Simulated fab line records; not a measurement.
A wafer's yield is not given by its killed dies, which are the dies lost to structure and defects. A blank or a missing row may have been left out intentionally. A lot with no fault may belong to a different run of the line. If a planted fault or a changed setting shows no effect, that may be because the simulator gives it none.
Which of the tools did it? | flow gf180mcu | Sampling: 12 lots, 36 wafers, 4 of 602 route steps

== WHAT THE GAUGES SHOWED, per wafer ==
GF_VT_IMPLANT_OVL_MEAS_40.
lot  | measured     | on         | VT_IMPLANT_03_OVL (nm)
L284 | day 7 10:07  | overlay-01 | 0.4 0.9 0.7
L285 | day 8 00:01  | overlay-02 | -0.7 0.2 -0.9
L286 | day 8 04:12  | overlay-02 | 2.1 1.9 1.7
L289 | day 8 21:19  | overlay-02 | 2.4 3.3 1.6
L290 | day 9 05:49  | overlay-02 | 2.0 0.2 3.4
L293 | day 10 01:03 | overlay-02 | 1.3 1.5 2.6
L296 | day 10 22:44 | overlay-01 | 0.2 3.9 3.3
L297 | day 11 03:01 | overlay-02 | 1.4 0.5 1.2
L298 | day 11 08:44 | overlay-01 | 1.0 -0.1 2.5
L299 | day 11 17:50 | overlay-02 | -0.4 0.7 -0.2
L301 | day 12 07:19 | overlay-02 | 3.6 0.7 1.9
L303 | day 13 01:52 | overlay-02 | 2.7 2.4 2.2

== EACH LOT AND THE TOOL THAT RAN IT (in order: tool; ch and the chambers of the sampled wafers; start) ==
lot  | GF_STI_CMP_25                | GF_VT_IMPLANT_COAT_24             | GF_VT_IMPLANT_STRIP_31
L284 | cmp-01 ch 1,2,3, day 2 03:19 | litho-track-03 ch 0, day 6 11:13  | plasma-asher-01 ch 0,1, day 6 18:39
L285 | cmp-02 ch 0,3, day 2 10:49   | litho-track-01 ch 0, day 6 23:24  | plasma-asher-02 ch 0,1, day 7 08:35
L286 | cmp-02 ch 1,2, day 2 15:23   | litho-track-03 ch 0, day 7 03:44  | plasma-asher-02 ch 0,1, day 7 11:33
L289 | cmp-01 ch 1,2,3, day 3 04:28 | litho-track-01 ch 0, day 7 20:28  | plasma-asher-04 ch 0,1, day 8 04:41
L290 | cmp-02 ch 0,1,2, day 3 10:28 | litho-track-03 ch 0, day 8 05:05  | plasma-asher-01 ch 0,1, day 8 13:35
L293 | cmp-01 ch 1,2,3, day 4 02:35 | litho-track-03 ch 0, day 8 23:29  | plasma-asher-02 ch 0,1, day 9 08:06
L296 | cmp-01 ch 1,2,3, day 4 18:08 | litho-track-03 ch 0, day 9 20:19  | plasma-asher-04 ch 0,1, day 10 05:15
L297 | cmp-01 ch 0,1,3, day 4 22:49 | litho-track-03 ch 0, day 9 23:50  | plasma-asher-04 ch 0,1, day 10 09:36
L298 | cmp-01 ch 0,2,3, day 5 03:10 | litho-track-01 ch 0, day 10 05:34 | plasma-asher-04 ch 0,1, day 10 15:07
L299 | cmp-01 ch 0,1,3, day 5 09:04 | litho-track-02 ch 0, day 10 13:40 | plasma-asher-04 ch 0,1, day 10 22:24
L301 | cmp-01 ch 0,2,3, day 5 19:13 | litho-track-01 ch 0, day 11 02:46 | plasma-asher-04 ch 0,1, day 11 12:36
L303 | cmp-02 ch 0,1,2, day 6 08:44 | litho-track-01 ch 0, day 11 19:38 | plasma-asher-02 ch 0,1, day 12 05:54
- GF_STI_CMP_25: polishes, stops on Si3N4, t overpolish 33 s, target thk 524.6 nm.
- GF_VT_IMPLANT_COAT_24: resist thk 1000 nm.
- GF_VT_IMPLANT_STRIP_31: strips in O2/N2.

== WHAT THE TOOLS THEMSELVES READ (means of the sampled wafers that have a number; where no wafer has one, the mark that the record gives instead) ==
GF_STI_CMP_25.
lot  | tool   | motor-current-A (A) | overpolish-run-s (s) | time-to-endpoint-s (s)
L284 | cmp-01 | 12.8                | 32.998               | 127
L285 | cmp-02 | 10.6                | 33.000               | 118
L286 | cmp-02 | 11.4                | 33.010               | 117
L289 | cmp-01 | 12.4                | 33.004               | 123
L290 | cmp-02 | 10.8                | 33.003               | 117
L293 | cmp-01 | 12.7                | 33.002               | 120
L296 | cmp-01 | 12.5                | 32.995               | 123
L297 | cmp-01 | 12.2                | 33.000               | 119
L298 | cmp-01 | 12.2                | 33.001               | 119
L299 | cmp-01 | 11.6                | 33.004               | 115
L301 | cmp-01 | 12.1                | 32.998               | 121
L303 | cmp-02 | 10.7                | 33.002               | 116

GF_VT_IMPLANT_STRIP_31.
lot  | tool            | chamber-pressure-mTorr (mTorr) | drypump-motor-current-A (A) | heater-power-w (W) | oes-product-au (a.u.) | strip-time-to-endpoint-s (s)
L284 | plasma-asher-01 | 1500.0                         | 5.7                         | 386                | 0.718                 | 12.62
L285 | plasma-asher-02 | 1500.2                         | 5.5                         | 354                | 0.718                 | 12.66
L286 | plasma-asher-02 | 1499.5                         | 5.5                         | 349                | 0.722                 | 12.56
L289 | plasma-asher-04 | 1500.2                         | 5.4                         | 319                | 0.717                 | 12.68
L290 | plasma-asher-01 | 1499.9                         | 5.7                         | 382                | 0.715                 | 12.59
L293 | plasma-asher-02 | 1498.7                         | 5.5                         | 346                | 0.711                 | 12.62
L296 | plasma-asher-04 | 1500.6                         | 5.4                         | 316                | 0.709                 | 12.65
L297 | plasma-asher-04 | 1498.5                         | 5.4                         | 313                | 0.716                 | 12.60
L298 | plasma-asher-04 | 1499.2                         | 5.4                         | 318                | 0.716                 | 12.65
L299 | plasma-asher-04 | 1500.1                         | 6.0                         | 310                | 0.717                 | 12.67
L301 | plasma-asher-04 | 1500.1                         | 5.4                         | 317                | 0.717                 | 12.32
L303 | plasma-asher-02 | 1499.5                         | 5.5                         | 375                | 0.713                 | 12.40

== THE ANSWER, worked out from the rows above alone ==
Rule: usual is defined by the lots themselves. The widest of any qualifying gaps counts: lots, ordered by their means at a reading, are off when they make up no more than a third of the lots, leave a main group of 4 or more, and stand apart from it by 3 or more times the standard deviation of that group's means. If all means in a main group match to the digits the tables above print for the reading, that group is not used. A lot without any number at a reading at which 4 lots or more have one is off too. All remaining lots with rows at the step are treated as sound. After the gauges, taken in route order, come the tools' own readings; for these a lot's mean is taken, as printed above. At the first step where some lot is off, the reading lying furthest off is the one used; lots without a number count as furthest.
Off at GF_VT_IMPLANT_STRIP_31 (strip-time-to-endpoint-s): L301, L303. Mean 12.63 s and standard deviation 0.037 in the main group.
If a tool, at that step or one of the process steps before it, ran each lot that is off and ran no sound lot following the first of them, it fits. One fits: litho-track-01 at GF_VT_IMPLANT_COAT_24. Its last sound lot is L298 (day 10 05:34), its first lot that is off L301 (day 11 02:46): a fault that began between those two fits.

== WHAT HAD BEEN PUT IN BY THE SIMULATOR ==
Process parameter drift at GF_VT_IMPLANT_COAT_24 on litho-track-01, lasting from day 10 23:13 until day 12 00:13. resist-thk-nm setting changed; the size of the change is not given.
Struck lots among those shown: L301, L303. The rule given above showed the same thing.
